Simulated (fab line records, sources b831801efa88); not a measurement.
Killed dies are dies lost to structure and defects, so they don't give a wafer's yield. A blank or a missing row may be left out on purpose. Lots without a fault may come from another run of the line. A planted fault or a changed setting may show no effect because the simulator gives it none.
Which tool did it? | flow sky130 | 10 lots, 30 wafers sampled, at 6 steps of a route of 708

WHAT THE GAUGES READ, wafer by wafer
SKY_LI_CONTACT_THK_MEAS_23: measures by xrf. Usual: LI_CONTACT_W_THK 413 nm, standard deviation 7.
lot  | measured     | on            | LI_CONTACT_W_THK (nm) | flag
L271 | day 30 08:29 | film_metro-01 | 406 410 404           |
L272 | day 30 19:02 | film_metro-02 | 424 423 434           |
L273 | day 30 23:18 | film_metro-03 | 414 411 417           |
L277 | day 32 06:26 | film_metro-03 | 407 410 412           |
L279 | day 33 13:31 | film_metro-01 | 410 414 406           |
L284 | day 35 03:39 | film_metro-03 | 426 419 416           |
L282 | day 35 06:33 | film_metro-03 | 420 416 418           |
L287 | day 35 13:23 | film_metro-02 | 426 423 421           |
L290 | day 36 14:38 | film_metro-03 | 415 411 410           |
L291 | day 36 16:56 | film_metro-03 | 419 422 421           |

SKY_LOCAL_INTERCONNECT_RS_MEAS_01: measures by four-point-probe. Usual: LOCAL_INTERCONNECT_TIN_RS 14.11 ohm/sq, standard deviation 0.15.
lot  | measured     | on            | LOCAL_INTERCONNECT_TIN_RS (ohm/sq) | flag
L271 | day 30 08:56 | film_metro-04 | 14.16 14.13 14.07                  |
L272 | day 30 19:29 | film_metro-03 | 14.07 14.13 14.22                  |
L273 | day 30 23:43 | film_metro-01 | 14.10 14.16 14.27                  |
L277 | day 32 06:52 | film_metro-04 | 14.23 14.21 14.26                  |
L279 | day 33 14:07 | film_metro-03 | 14.06 13.98 13.97                  |
L284 | day 35 04:06 | film_metro-03 | 16.94 17.05 16.69                  | OFF
L282 | day 35 06:59 | film_metro-03 | 17.74 17.39 17.40                  | OFF
L287 | day 35 13:49 | film_metro-04 | 14.10 13.96 14.06                  |
L290 | day 36 15:04 | film_metro-01 | 14.26 14.26 14.39                  |
L291 | day 36 17:23 | film_metro-04 | 14.15 14.24 14.10                  |

SKY_LOCAL_INTERCONNECT_THK_MEAS_02: measures by xrf. Usual: LOCAL_INTERCONNECT_TIN_THK 99.2 nm, standard deviation 1.3.
lot  | measured     | on            | LOCAL_INTERCONNECT_TIN_THK (nm) | flag
L271 | day 30 09:02 | film_metro-04 | 98.7 98.9 99.5                  |
L272 | day 30 19:35 | film_metro-03 | 100.3 100.2 99.3                |
L273 | day 30 23:50 | film_metro-01 | 98.9 98.3 97.4                  |
L277 | day 32 06:59 | film_metro-04 | 98.4 98.9 98.4                  |
L279 | day 33 14:13 | film_metro-03 | 99.9 100.4 101.2                |
L284 | day 35 04:12 | film_metro-03 | 83.6 83.4 84.9                  | OFF
L282 | day 35 07:06 | film_metro-03 | 80.4 81.6 81.5                  | OFF
L287 | day 35 13:56 | film_metro-04 | 98.6 100.2 98.7                 |
L290 | day 36 15:11 | film_metro-01 | 97.4 97.4 96.3                  |
L291 | day 36 17:29 | film_metro-04 | 98.7 98.2 99.0                  |

WHICH TOOL RAN EACH LOT (tool, then ch and the chambers of the sampled wafers, then the start)
lot  | SKY_LI_CONTACT_SPUTTER_19    | SKY_LI_CONTACT_CMP_24         | SKY_LOCAL_INTERCONNECT_SPUTTER_00
L271 | pvd_sputter-02, day 30 08:06 | cmp-01 ch 1,2,3, day 30 08:32 | pvd_sputter-03, day 30 08:50
L272 | pvd_sputter-02, day 30 18:39 | cmp-02 ch 1,2,3, day 30 19:11 | pvd_sputter-03, day 30 19:23
L273 | pvd_sputter-01, day 30 22:55 | cmp-02 ch 1,2,3, day 30 23:25 | pvd_sputter-02, day 30 23:40
L277 | pvd_sputter-01, day 32 06:03 | cmp-01 ch 0,2,3, day 32 06:32 | pvd_sputter-02, day 32 06:47
L279 | pvd_sputter-02, day 33 13:07 | cmp-01 ch 0,1,3, day 33 13:49 | pvd_sputter-02, day 33 14:01
L284 | pvd_sputter-02, day 35 03:15 | cmp-01 ch 0,1, day 35 03:44   | pvd_sputter-02, day 35 03:59
L282 | pvd_sputter-01, day 35 06:10 | cmp-01 ch 0,3, day 35 06:37   | pvd_sputter-02, day 35 06:55
L287 | pvd_sputter-04, day 35 13:00 | cmp-01 ch 0,3, day 35 13:29   | pvd_sputter-03, day 35 13:44
L290 | pvd_sputter-02, day 36 14:15 | cmp-02 ch 0,1,3, day 36 14:42 | pvd_sputter-03, day 36 15:00
L291 | pvd_sputter-02, day 36 16:33 | cmp-01 ch 1,2,3, day 36 16:59 | pvd_sputter-01, day 36 17:17
- SKY_LI_CONTACT_SPUTTER_19: material Ti, target thk 20 nm, time 106.37 s.
- SKY_LI_CONTACT_CMP_24: polishes, stops on PSG, t overpolish 20 s, target thk 0 nm.
- SKY_LOCAL_INTERCONNECT_SPUTTER_00: material TiN, target thk 100 nm, time 83.3 s.

WHAT THE TOOLS THEMSELVES READ (means of the sampled wafers that have a number; where no wafer has one, the mark that the record gives instead)
SKY_LI_CONTACT_SPUTTER_19. Usual: cathode_dc_power_W 2500.0 W, standard deviation 0.44; throttle_valve_pct 30.5 %, standard deviation 1.
lot  | tool           | cathode_dc_power_W (W) | throttle_valve_pct (%) | flag
L271 | pvd_sputter-02 | 2500.1                 | 30.5                   |
L272 | pvd_sputter-02 | 2500.3                 | 30.1                   |
L273 | pvd_sputter-01 | 2499.8                 | 30.8                   |
L277 | pvd_sputter-01 | 2500.3                 | 31.1                   |
L279 | pvd_sputter-02 | 2499.9                 | 30.2                   |
L284 | pvd_sputter-02 | 2500.0                 | 29.8                   |
L282 | pvd_sputter-01 | 2500.2                 | 31.5                   |
L287 | pvd_sputter-04 | 2500.3                 | 31.8                   |
L290 | pvd_sputter-02 | 2499.9                 | 30.1                   |
L291 | pvd_sputter-02 | 2499.6                 | 29.8                   |

SKY_LI_CONTACT_CMP_24. Usual: motor_current_A 10.2 A, standard deviation 0.98; overpolish_run_s 20.000 s, standard deviation 0.0087; time_to_endpoint_s 97 s, standard deviation 3.7.
lot  | tool   | motor_current_A (A) | overpolish_run_s (s) | time_to_endpoint_s (s) | flag
L271 | cmp-01 | 10.1                | 19.999               | 94                     |
L272 | cmp-02 | 10.9                | 19.998               | 99                     |
L273 | cmp-02 | 10.5                | 19.993               | 104                    |
L277 | cmp-01 | 9.0                 | 20.008               | 96                     |
L279 | cmp-01 | 9.9                 | 20.003               | 99                     |
L284 | cmp-01 | 11.2                | 20.005               | 99                     |
L282 | cmp-01 | 9.5                 | 20.005               | 98                     |
L287 | cmp-01 | 9.1                 | 19.999               | 96                     |
L290 | cmp-02 | 10.3                | 20.000               | 93                     |
L291 | cmp-01 | 10.3                | 20.004               | 94                     |

SKY_LOCAL_INTERCONNECT_SPUTTER_00. Usual: cathode_dc_power_W 6500.0 W, standard deviation 1.2; throttle_valve_pct 30.6 %, standard deviation 1.
lot  | tool           | cathode_dc_power_W (W) | throttle_valve_pct (%) | flag
L271 | pvd_sputter-03 | 6499.6                 | 31.4                   |
L272 | pvd_sputter-03 | 6499.3                 | 32.1                   |
L273 | pvd_sputter-02 | 6500.5                 | 30.3                   |
L277 | pvd_sputter-02 | 6498.9                 | 30.3                   |
L279 | pvd_sputter-02 | 6500.4                 | 29.9                   |
L284 | pvd_sputter-02 | 5334.8                 | 29.8                   | OFF
L282 | pvd_sputter-02 | 5336.3                 | 30.3                   | OFF
L287 | pvd_sputter-03 | 6499.6                 | 30.9                   |
L290 | pvd_sputter-03 | 6500.5                 | 30.7                   |
L291 | pvd_sputter-01 | 6500.5                 | 30.4                   |

THE ANSWER, worked out from the rows above alone
Rule: a lot is off if the mean of its wafers that have a number lies more than 3 standard deviations from the usual mean. A lot without any number at a reading at which 4 lots or more have one is off too. The other lots that the step has rows for count as sound. The gauges are gone through in route order, then the tools' own readings, and for those a lot's mean is taken as printed above. The first step at which some lot is off is used, and at that step the reading that is off furthest; a lot without a number counts as furthest.
Off: L284, L282, at SKY_LOCAL_INTERCONNECT_RS_MEAS_01 (LOCAL_INTERCONNECT_TIN_RS).
A tool fits if, at a process step before that reading, it ran every lot that is off, and no sound lot after the first of them. The gauges at SKY_LOCAL_INTERCONNECT_RS_MEAS_01 aren't tried: what is off there is off at SKY_LOCAL_INTERCONNECT_SPUTTER_00 too, on other tools, and a gauge's error can't cause that. One fits: pvd_sputter-02 at SKY_LOCAL_INTERCONNECT_SPUTTER_00. Its last sound lot is L279 (day 33 14:01), its first lot that is off L284 (day 35 03:59): a fault that began between those two fits.
The tool's own readings at SKY_LOCAL_INTERCONNECT_SPUTTER_00 bear it out: on the lots that are off they differ by more than 5 times the standard deviation of the sound lots' means. cathode_dc_power_W reads 5335.6 W there against 6499.9 W on the sound lots.

WHAT THE SIMULATOR HAD PUT IN
Process parameter drift: pvd_sputter-02, from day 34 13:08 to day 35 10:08, at SKY_LOCAL_INTERCONNECT_SPUTTER_00. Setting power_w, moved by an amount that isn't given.
Lots struck among those shown: L284, L282. The rule above found the same.
